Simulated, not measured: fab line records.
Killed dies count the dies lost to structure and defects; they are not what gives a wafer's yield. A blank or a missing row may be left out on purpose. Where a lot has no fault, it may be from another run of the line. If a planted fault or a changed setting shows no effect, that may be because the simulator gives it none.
A lot that was struck, set against a sound lot + flow sky130 + 24 steps out of a route of 708
Sound: these wafers, L683.1, L683.4, L683.5. Struck: wafer L675.5 (left out: L675.1, L675.4 of the same lot, which were not struck); the cause appears at the end.
Order at every step that has rows: each side's tool, ch and its chambers, its first start. Under that, the readings that differ: sound wafers + struck wafers + difference of the means + sigmas: that difference in standard deviations of wafers without a fault.
alike: readings with means less than 2 such deviations apart, plus words and numbers identical on both sides. not compared: withheld readings, readings lacking a value on some wafer, bounds such as >300 that could conceal the same value, and numbers that have no deviation in the record and whose values overlap.
The two part at a step that has a row with sigmas, a row that says differs or no value, or rows on one side only. Numbers that don't overlap but have no deviation are shown without sigmas and don't part them. A reading that every wafer of one side lacks parts them only if that side has two wafers or more.

SKY_VIA1_CMP_02: polishes SiO2.
  sound on cmp-02 ch 0,1, day 36 13:41; struck on cmp-01 ch 3, day 34 03:27
  alike: edge_zone_pressure_frac, motor_current_A
SKY_VIA1_BOW_MEAS_03:
  struck on film_metro-01, day 34 03:39; sound on film_metro-02, day 36 13:59
  alike: VIA1_BOW
then, 8 steps without rows for these wafers: SKY_VIA1_DEHYDRATE_04 (time 60 s); SKY_VIA1_HMDS_05 (prime time 60 s); SKY_VIA1_COAT_06 (resist thk 60 nm); SKY_VIA1_COAT_07 (resist thk 450 nm); SKY_VIA1_SOFTBAKE_08 (time 90 s); SKY_VIA1_EXPOSE_09 (exposes mask VIM, target cd 150 nm); SKY_VIA1_PEB_10; SKY_VIA1_DEVELOP_11 (develop time 60 s).
SKY_VIA1_CD_MEAS_12: the cd target is 150 nm.
  struck on cd_sem-01, day 35 06:21; sound on cd_sem-01, day 37 15:29
| reading    | sound             | struck | difference | sigmas |
|------------|-------------------|--------|------------|--------|
| cd_nm (nm) | 153.2 154.0 151.2 | 148.1  | -4.7       | -3     |
SKY_VIA1_OVL_MEAS_13:
  struck on overlay-02, day 35 06:28; sound on overlay-01, day 37 15:36
  alike: VIA1_OVL
SKY_VIA1_ETCH_14: etches BARC in N2/H2, stops on SiO2, time 45.9 s, target depth 60 nm.
  sound on rie_diel-02 ch 1,3, day 37 15:38; struck on rie_diel-03 ch 3, day 35 06:30
| reading                                     | sound             | struck | difference | sigmas |
|---------------------------------------------|-------------------|--------|------------|--------|
| drypump_motor_current_A (A)                 | 5.1 5.2 5.1       | 6.3    | +1.2       | +2     |
| oes_product_au (a.u.)                       | 0.860 0.858 0.845 | 1.001  | +0.147     | +31    |
| run_length_s (s)                            | 73.5 75.0 73.5    | 61.5   | -12.5      | -27    |
| model.KrF-thick_of_VIA1_COAT_07.thk_nm (nm) | 392.9 391.2 393.4 | 405.2  | +12.7      |        |
| model.etch.depth_nm (nm)                    | 59.6 59.81 59.57  | 55.21  | -4.45      |        |
  alike: throttle_valve_pct
  not compared: rf_fwd_power_W, rf_hours_counter_h
SKY_VIA1_ETCH_15: etches SiO2 in C4F8/O2/Ar, stops on TiN, target depth 351 nm, time 54 s.
  sound on rie_diel-02 ch 1,3, day 37 15:41; struck on rie_diel-03 ch 3, day 35 06:32
| reading                                     | sound             | struck | difference | sigmas      |
|---------------------------------------------|-------------------|--------|------------|-------------|
| oes_product_au (a.u.)                       | 0.989 0.983 0.981 | 0.381  | -0.603     | -99 or more |
| model.KrF-thick_of_VIA1_COAT_07.thk_nm (nm) | 323 320.2 323.2   | 334.1  | +12.0      |             |
  alike: rf_fwd_power_W, run_length_s
SKY_VIA1_STRIP_16: strips in O2/N2.
  sound on plasma_asher-04 ch 1, day 37 15:44; struck on plasma_asher-01 ch 1, day 35 06:35
| reading                      | sound             | struck | difference | sigmas |
|------------------------------|-------------------|--------|------------|--------|
| strip_time_to_endpoint_s (s) | 4.473 4.437 4.459 | 4.590  | +0.134     | +5     |
  alike: drypump_motor_current_A, oes_product_au
  not compared: rf_hours_counter_h
then, 3 steps without rows for these wafers: SKY_VIA1_STRIP_17 (strips in post etch residue remover, time 1200 s); SKY_VIA1_CLEAN_18 (cleans in IPA, time 180 s); SKY_VIA1_CLEAN_19 (cleans in O3/DIW).
SKY_VIA1_SPUTTER_20: material TiN, target thk 20 nm, time 80 s.
  struck on pvd_sputter-02, day 35 07:11; sound on pvd_sputter-02, day 37 16:20
  alike: throttle_valve_pct
SKY_VIA1_CVD_21: deposits W, target thk 270 nm, time 80.902 s.
  sound on cvd_w-01 ch 0,1, day 37 16:23; struck on cvd_w-02 ch 0, day 35 07:14
  alike: heater_power_w, susceptor_temp_C
  not compared: since_wet_clean_h
SKY_VIA1_CMP_24: polishes, stops on SiO2, t overpolish 15 s, target thk 0 nm.
  sound on cmp-02 ch 0,1, day 37 16:40; struck on cmp-02 ch 1, day 35 07:35
  alike: edge_zone_pressure_frac, motor_current_A, overpolish_run_s, time_to_endpoint_s
SKY_METAL2_SPUTTER_00: material Ti, target thk 15 nm, time 10 s.
  the record holds rows for the sound wafers here (pvd_sputter-03, day 37 16:58) but none for the struck ones
SKY_METAL2_SPUTTER_01: material TiN, target thk 20 nm, time 16.7 s.
  the record holds rows for the sound wafers here (pvd_sputter-03, day 37 16:59) but none for the struck ones
SKY_METAL2_SPUTTER_02: material AlCu, target thk 250 nm, time 13.3 s.
  the record holds rows for the sound wafers here (pvd_sputter-03, day 37 17:01) but none for the struck ones

WHERE THEY PART
Last at SKY_METAL2_SPUTTER_02 as far as this record goes, first at SKY_VIA1_CD_MEAS_12.

WHY: whatever the simulator had introduced
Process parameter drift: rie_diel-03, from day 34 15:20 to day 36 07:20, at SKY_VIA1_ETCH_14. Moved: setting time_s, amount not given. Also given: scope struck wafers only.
